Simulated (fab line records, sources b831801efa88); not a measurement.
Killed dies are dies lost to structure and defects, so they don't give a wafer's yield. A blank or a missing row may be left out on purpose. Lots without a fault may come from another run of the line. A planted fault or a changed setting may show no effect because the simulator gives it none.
Which tool did it? | flow gf180mcu | 6 lots, 18 wafers sampled, at 2 steps of a route of 602

WHAT THE GAUGES READ, wafer by wafer
GF_PSD_OVL_MEAS_08.
lot  | measured     | on         | PSD_OVL (nm)
L665 | day 15 15:46 | overlay-01 | 0.8 0.3 0.9
L670 | day 17 08:58 | overlay-02 | 0.0 -0.7 -0.1
L678 | day 19 07:47 | overlay-02 | 0.2 1.8 1.8
L681 | day 20 11:52 | overlay-02 | 2.5 1.2 2.1
L683 | day 21 05:49 | overlay-02 | -0.9 0.5 0.3
L685 | day 21 17:19 | overlay-02 | 0.9 0.9 1.9

WHICH TOOL RAN EACH LOT (tool, then ch and the chambers of the sampled wafers, then the start)
lot  | GF_NSD_STRIP_11
L665 | plasma_asher-03 ch 0,1, day 14 17:59
L670 | plasma_asher-01 ch 0,1, day 16 10:12
L678 | plasma_asher-03 ch 0,1, day 18 07:53
L681 | plasma_asher-03 ch 0,1, day 19 11:00
L683 | plasma_asher-03 ch 0,1, day 20 06:03
L685 | plasma_asher-01 ch 0,1, day 20 17:20
- GF_NSD_STRIP_11: strips in O2/N2.

THE ANSWER, worked out from the rows above alone
Rule: what is usual is taken from the lots themselves. Put in order of their means at a reading, lots are off if they are a third of the lots or fewer, leave a main group of 4 or more, and stand apart from it by a gap of 3 or more times the standard deviation of the main group's means; of several such gaps the widest counts. A main group whose means are all the same, to the digits that the tables above print for the reading, isn't used. A lot without any number at a reading at which 4 lots or more have one is off too. The other lots that the step has rows for count as sound.
No lot is off at any reading shown: from this, nothing can be told.

WHAT THE SIMULATOR HAD PUT IN
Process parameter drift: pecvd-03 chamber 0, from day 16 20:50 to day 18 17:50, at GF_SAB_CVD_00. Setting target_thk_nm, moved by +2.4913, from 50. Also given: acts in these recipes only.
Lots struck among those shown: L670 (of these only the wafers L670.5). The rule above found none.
